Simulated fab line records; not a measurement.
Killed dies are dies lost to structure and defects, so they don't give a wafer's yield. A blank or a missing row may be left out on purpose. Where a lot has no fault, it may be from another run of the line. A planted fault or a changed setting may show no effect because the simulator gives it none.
A sampling plan put to the test | flow sfq-line | 38 faults told of in these records, all on one fab line, each judged by the records of the lots it struck
The line's own looks make up the plan; these are the steps of the route where a gauge or inspection reads the wafer and leaves it unchanged. A look is open to judgement when struck wafers have a number at it and the file gives its usual mean and standard deviation on fault-free wafers. Caught: the struck wafers' mean, at a look after the fault's first step, is 4 or more of those standard deviations (sigma) away from the usual mean. On the tool: the fault's steps, tested the same way using the tool's own readings. A different recipe on the struck wafers counts as caught too, as does a record blank only for those wafers.

THE FAULTS, as the simulator had put them in
1. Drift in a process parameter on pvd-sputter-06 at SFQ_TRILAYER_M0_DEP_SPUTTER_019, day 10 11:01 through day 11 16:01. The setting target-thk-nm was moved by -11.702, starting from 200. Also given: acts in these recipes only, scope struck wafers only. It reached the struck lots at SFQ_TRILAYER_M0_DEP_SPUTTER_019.
2. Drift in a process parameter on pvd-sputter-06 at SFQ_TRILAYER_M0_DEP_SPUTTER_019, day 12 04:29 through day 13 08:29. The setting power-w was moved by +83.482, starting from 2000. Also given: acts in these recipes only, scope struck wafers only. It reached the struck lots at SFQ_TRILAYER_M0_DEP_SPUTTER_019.
3. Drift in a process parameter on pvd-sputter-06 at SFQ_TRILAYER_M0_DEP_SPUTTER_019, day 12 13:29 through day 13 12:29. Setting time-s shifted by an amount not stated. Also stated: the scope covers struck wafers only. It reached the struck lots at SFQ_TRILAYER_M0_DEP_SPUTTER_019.
4. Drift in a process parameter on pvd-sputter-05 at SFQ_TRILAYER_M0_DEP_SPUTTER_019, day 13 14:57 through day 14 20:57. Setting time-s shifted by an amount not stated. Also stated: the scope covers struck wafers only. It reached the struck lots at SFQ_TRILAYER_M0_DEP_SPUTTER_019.
5. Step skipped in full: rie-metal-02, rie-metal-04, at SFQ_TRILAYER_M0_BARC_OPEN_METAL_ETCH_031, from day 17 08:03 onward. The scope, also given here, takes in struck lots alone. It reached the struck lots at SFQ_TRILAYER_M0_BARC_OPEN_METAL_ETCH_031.
6. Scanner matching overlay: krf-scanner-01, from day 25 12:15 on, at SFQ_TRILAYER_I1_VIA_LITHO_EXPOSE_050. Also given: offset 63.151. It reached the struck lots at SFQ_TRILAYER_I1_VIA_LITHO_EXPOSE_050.
7. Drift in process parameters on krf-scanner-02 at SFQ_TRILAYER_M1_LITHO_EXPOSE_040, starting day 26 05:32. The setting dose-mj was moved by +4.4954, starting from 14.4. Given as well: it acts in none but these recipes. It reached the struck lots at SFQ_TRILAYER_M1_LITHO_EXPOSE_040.
8. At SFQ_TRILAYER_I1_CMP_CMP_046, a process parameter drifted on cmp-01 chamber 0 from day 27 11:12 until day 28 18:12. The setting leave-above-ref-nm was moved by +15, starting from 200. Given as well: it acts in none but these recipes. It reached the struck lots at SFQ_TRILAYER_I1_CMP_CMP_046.
9. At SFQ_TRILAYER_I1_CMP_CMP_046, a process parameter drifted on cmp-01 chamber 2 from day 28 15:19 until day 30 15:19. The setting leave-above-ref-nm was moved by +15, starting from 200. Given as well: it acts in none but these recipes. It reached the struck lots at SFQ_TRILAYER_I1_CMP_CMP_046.
10. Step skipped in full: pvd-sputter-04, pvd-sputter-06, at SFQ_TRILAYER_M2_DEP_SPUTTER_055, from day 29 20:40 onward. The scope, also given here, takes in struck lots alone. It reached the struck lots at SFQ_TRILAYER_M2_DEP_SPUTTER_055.
11. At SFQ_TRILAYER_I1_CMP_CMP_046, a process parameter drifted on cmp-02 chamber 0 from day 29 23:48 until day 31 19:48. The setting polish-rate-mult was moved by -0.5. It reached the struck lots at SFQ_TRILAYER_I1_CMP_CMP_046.
12. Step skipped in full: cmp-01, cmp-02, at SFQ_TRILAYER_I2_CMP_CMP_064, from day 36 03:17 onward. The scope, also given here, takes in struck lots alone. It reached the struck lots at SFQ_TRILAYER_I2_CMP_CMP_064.
13. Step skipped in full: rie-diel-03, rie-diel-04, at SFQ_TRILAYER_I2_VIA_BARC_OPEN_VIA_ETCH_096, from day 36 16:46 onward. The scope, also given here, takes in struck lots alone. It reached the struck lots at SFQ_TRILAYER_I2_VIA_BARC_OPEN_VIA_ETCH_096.
14. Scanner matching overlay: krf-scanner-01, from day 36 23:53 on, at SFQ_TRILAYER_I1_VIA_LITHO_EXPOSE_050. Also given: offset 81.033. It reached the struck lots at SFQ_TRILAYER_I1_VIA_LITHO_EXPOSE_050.
15. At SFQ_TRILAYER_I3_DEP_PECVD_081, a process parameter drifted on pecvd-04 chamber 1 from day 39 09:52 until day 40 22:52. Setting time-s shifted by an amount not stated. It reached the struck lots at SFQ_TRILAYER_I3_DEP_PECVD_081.
16. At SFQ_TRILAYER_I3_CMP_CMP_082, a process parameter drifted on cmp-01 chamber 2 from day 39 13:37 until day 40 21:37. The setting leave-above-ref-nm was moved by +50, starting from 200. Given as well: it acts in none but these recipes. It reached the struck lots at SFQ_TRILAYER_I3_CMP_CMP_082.
17. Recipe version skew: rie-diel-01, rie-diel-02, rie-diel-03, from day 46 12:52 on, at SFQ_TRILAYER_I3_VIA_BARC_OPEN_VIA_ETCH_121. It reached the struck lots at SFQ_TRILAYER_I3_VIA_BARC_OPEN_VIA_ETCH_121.
18. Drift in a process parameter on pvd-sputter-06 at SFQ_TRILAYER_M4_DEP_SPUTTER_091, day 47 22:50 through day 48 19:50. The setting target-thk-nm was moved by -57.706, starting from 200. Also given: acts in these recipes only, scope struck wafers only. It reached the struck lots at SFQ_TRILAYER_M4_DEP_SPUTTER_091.
19. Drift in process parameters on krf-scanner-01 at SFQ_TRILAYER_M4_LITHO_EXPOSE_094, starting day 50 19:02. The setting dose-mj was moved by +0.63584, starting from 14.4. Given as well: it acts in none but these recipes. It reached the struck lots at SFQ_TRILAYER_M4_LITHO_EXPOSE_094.
20. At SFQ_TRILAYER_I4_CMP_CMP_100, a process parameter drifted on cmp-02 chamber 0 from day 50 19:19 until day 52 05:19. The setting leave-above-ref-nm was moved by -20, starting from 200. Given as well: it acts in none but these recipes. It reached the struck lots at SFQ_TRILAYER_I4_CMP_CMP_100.
21. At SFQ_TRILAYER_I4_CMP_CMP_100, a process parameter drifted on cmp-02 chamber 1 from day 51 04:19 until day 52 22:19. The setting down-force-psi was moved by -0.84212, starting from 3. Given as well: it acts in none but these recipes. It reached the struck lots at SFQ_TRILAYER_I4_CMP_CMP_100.
22. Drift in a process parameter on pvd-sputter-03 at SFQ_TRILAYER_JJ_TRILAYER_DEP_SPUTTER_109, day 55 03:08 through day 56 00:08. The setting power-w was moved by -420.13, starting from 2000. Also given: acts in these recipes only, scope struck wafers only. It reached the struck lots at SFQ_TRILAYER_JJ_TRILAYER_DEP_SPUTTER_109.
23. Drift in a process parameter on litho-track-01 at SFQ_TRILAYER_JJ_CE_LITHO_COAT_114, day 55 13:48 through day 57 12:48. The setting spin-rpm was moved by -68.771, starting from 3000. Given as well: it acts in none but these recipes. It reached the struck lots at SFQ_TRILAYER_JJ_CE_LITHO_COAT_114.
24. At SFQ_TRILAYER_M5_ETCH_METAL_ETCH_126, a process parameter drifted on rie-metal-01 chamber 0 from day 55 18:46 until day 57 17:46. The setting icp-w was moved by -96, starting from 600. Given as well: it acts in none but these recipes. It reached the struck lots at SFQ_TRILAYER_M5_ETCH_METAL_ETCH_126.
25. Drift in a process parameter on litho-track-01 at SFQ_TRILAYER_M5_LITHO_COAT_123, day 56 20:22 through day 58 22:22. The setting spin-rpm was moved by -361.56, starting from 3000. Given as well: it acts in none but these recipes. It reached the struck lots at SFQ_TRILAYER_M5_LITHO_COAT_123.
26. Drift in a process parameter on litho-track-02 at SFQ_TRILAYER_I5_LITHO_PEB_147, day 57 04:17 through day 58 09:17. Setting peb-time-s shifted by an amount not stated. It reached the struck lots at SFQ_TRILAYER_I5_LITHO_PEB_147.
27. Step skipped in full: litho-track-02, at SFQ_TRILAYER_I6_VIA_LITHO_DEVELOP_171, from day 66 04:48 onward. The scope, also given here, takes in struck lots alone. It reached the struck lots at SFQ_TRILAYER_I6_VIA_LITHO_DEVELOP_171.
28. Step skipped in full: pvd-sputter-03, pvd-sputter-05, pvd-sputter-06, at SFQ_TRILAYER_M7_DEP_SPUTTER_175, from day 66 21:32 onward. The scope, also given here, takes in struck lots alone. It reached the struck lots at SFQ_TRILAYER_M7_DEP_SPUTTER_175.
29. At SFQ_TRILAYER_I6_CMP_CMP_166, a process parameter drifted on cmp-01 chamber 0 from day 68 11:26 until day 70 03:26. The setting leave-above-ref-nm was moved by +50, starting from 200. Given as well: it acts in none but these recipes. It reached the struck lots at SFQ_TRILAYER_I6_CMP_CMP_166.
30. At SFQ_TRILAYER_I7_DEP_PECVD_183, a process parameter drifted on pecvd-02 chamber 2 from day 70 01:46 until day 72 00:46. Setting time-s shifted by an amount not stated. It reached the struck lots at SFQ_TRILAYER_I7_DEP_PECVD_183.
31. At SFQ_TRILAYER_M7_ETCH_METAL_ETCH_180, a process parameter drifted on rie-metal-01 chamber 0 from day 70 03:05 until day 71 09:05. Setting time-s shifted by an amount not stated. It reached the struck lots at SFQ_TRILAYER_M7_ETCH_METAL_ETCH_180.
32. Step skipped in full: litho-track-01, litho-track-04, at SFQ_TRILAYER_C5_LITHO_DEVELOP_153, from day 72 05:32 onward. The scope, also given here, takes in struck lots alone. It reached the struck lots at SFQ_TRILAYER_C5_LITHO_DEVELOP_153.
33. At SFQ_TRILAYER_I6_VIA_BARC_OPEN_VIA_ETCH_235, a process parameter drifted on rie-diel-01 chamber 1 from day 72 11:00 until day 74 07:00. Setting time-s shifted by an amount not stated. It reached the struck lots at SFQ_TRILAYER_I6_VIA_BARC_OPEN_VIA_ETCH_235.
34. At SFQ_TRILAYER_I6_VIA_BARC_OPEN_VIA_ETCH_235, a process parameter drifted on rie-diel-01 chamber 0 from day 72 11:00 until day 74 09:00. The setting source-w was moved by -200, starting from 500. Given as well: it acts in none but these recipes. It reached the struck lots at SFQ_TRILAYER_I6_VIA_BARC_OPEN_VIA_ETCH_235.
35. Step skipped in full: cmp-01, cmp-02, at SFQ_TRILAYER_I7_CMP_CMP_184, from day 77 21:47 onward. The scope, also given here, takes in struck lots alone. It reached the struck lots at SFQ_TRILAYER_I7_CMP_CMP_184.
36. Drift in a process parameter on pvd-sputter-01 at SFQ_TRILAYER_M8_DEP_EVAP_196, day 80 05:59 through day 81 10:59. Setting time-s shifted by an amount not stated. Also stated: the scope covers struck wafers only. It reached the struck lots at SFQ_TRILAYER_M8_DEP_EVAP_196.
37. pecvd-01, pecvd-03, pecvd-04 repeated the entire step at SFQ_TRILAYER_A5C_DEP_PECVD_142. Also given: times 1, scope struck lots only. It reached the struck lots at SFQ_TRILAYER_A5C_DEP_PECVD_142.
38. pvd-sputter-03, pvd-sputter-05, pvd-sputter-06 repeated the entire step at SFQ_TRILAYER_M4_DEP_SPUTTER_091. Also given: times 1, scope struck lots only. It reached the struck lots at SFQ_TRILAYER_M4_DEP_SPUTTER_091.

WHAT THE PLAN SAW
fault | on the tool itself                               | first look that catches it                      | reading, sigma                                  | median hours from its first step to that look | hours from the fault's start to the first struck lot there | judged looks passed uncaught
1     | under 2 sigma                                    | SFQ_M0_RS_MEAS_904                              | M0_NB_RS +5.5                                   | 0.1                                           | 10                                                         | 0
2     | cathode-dc-power-W +99 or beyond sigma           | not the one look that can be judged after it    | strongest: M0_NB_RS at SFQ_M0_RS_MEAS_904, -3.2 | -                                             | -                                                          | 1
3     | under 2 sigma                                    | SFQ_M0_RS_MEAS_904                              | M0_NB_RS -28                                    | 0.1                                           | 3                                                          | 0
4     | under 2 sigma                                    | SFQ_M0_RS_MEAS_904                              | M0_NB_RS +57                                    | 0.1                                           | 6                                                          | 0
5     | the tool's record is blank for the struck wafers | no look after it can be judged                  | -                                               | -                                             | -                                                          | 0
6     | no reading that can be judged                    | SFQ_I1_OVL_MEAS_913                             | I1_OVL +9.5                                     | 1.4                                           | 5                                                          | 0
7     | exposure-dose-mJ-cm2 +99 or beyond sigma         | none of the 5 looks that can be judged after it | -                                               | -                                             | -                                                          | 5
8     | only faintly: edge-zone-pressure-frac -2.0 sigma | not the one look that can be judged after it    | -                                               | -                                             | -                                                          | 1
9     | only faintly: time-to-endpoint-s -2.6 sigma      | not the one look that can be judged after it    | -                                               | -                                             | -                                                          | 1
10    | the tool's record is blank for the struck wafers | no look after it can be judged                  | -                                               | -                                             | -                                                          | 0
11    | time-to-endpoint-s +7.2 sigma                    | no look after it can be judged                  | -                                               | -                                             | -                                                          | 0
12    | the tool's record is blank for the struck wafers | not the one look that can be judged after it    | -                                               | -                                             | -                                                          | 1
13    | the tool's record is blank for the struck wafers | no look after it can be judged                  | -                                               | -                                             | -                                                          | 0
14    | under 2 sigma                                    | SFQ_I1_OVL_MEAS_913                             | I1_OVL +12                                      | 1.2                                           | 4                                                          | 0
15    | run-length-s -15 sigma                           | not the one look that can be judged after it    | -                                               | -                                             | -                                                          | 1
16    | time-to-endpoint-s -5.0 sigma                    | none of the 5 looks that can be judged after it | -                                               | -                                             | -                                                          | 5
17    | oes-product-au +25 sigma                         | no look after it can be judged                  | -                                               | -                                             | -                                                          | 0
18    | under 2 sigma                                    | SFQ_M4_RS_MEAS_924                              | M4_NB_RS +36                                    | 0.1                                           | 2                                                          | 0
19    | exposure-dose-mJ-cm2 +42 sigma                   | not the one look that can be judged after it    | -                                               | -                                             | -                                                          | 1
20    | under 2 sigma                                    | not the one look that can be judged after it    | -                                               | -                                             | -                                                          | 1
21    | head-pressure-psi -99 or beyond sigma            | none of the 4 looks that can be judged after it | -                                               | -                                             | -                                                          | 4
22    | cathode-dc-power-W -99 or beyond sigma           | not the one look that can be judged after it    | -                                               | -                                             | -                                                          | 1
23    | spin-speed-rpm -36 sigma                         | not the one look that can be judged after it    | -                                               | -                                             | -                                                          | 1
24    | rf-fwd-power-W -53 sigma                         | no look after it can be judged                  | -                                               | -                                             | -                                                          | 0
25    | spin-speed-rpm -99 or beyond sigma               | not the one look that can be judged after it    | -                                               | -                                             | -                                                          | 1
26    | heater-power-total-W +99 or beyond sigma         | not the one look that can be judged after it    | -                                               | -                                             | -                                                          | 1
27    | no reading that can be judged                    | no look after it can be judged                  | -                                               | -                                             | -                                                          | 0
28    | the tool's record is blank for the struck wafers | not the one look that can be judged after it    | -                                               | -                                             | -                                                          | 1
29    | only faintly: time-to-endpoint-s -2.5 sigma      | none of the 2 looks that can be judged after it | -                                               | -                                             | -                                                          | 2
30    | run-length-s -19 sigma                           | no look after it can be judged                  | -                                               | -                                             | -                                                          | 0
31    | run-length-s -8.0 sigma                          | no look after it can be judged                  | -                                               | -                                             | -                                                          | 0
32    | no reading that can be judged                    | no look after it can be judged                  | -                                               | -                                             | -                                                          | 0
33    | run-length-s +27 sigma                           | no look after it can be judged                  | -                                               | -                                             | -                                                          | 0
34    | rf-fwd-power-W -89 sigma                         | no look after it can be judged                  | -                                               | -                                             | -                                                          | 0
35    | the tool's record is blank for the struck wafers | no look after it can be judged                  | -                                               | -                                             | -                                                          | 0
36    | no reading that can be judged                    | SFQ_M8_RS_MEAS_949                              | M8_AU_RS -17                                    | 0.5                                           | 4                                                          | 0
37    | under 2 sigma                                    | no look after it can be judged                  | -                                               | -                                             | -                                                          | 0
38    | under 2 sigma                                    | SFQ_M4_RS_MEAS_924                              | M4_NB_RS -40                                    | 0.4                                           | -                                                          | 0
A dash: the fault is not caught, or the number is missing from these records.

Caught at a look: 8 of 38. Caught on the tool: 23 of 38. By one or the other: 31 of 38.
Faults 2, 5, 7, 10, 11, 12, 13, 15, 16, 17, 19, 21, 22, 23, 24, 25, 26, 28, 30, 31, 33, 34, 35 were caught on the tool alone.
Caught at a look alone: faults 1, 3, 4, 6, 14, 18, 36, 38.
Caught by neither: faults 8, 9, 20, 27, 29, 32, 37.

THINNER SAMPLING
In the worst case, this is how late the first struck lot would be measured if the look that catches a fault measured only every second or every third lot, by lot number:
fault | struck lots at that look, in order of time | every lot | every second lot | every third lot
1     | L227, L229                                 | 10 h      | may miss all 2   | may miss all 2
3     | L996, L997                                 | 3 h       | 9 h              | may miss all 2
4     | L704                                       | 6 h       | may miss it      | may miss it
6     | L664, L665, L666, L667                     | 5 h       | 14 h             | 35 h
14    | L981, L982                                 | 4 h       | 12 h             | may miss all 2
18    | L567, L569                                 | 2 h       | may miss all 2   | may miss all 2
36    | L823, L825                                 | 4 h       | may miss all 2   | may miss all 2
Hours are from the fault's start to the first struck lot that is measured. Since the struck wafers were tested as one group against 4 sigma, a single lot by itself may lie under the limit. Other struck lots may not be in these records.

THE LONGEST TIMED WAY FROM STEP TO LOOK
For fault 6, SFQ_TRILAYER_I1_VIA_LITHO_EXPOSE_050 and SFQ_I1_OVL_MEAS_913 are separated by a median of 1.4 hours. No look between them can be judged.
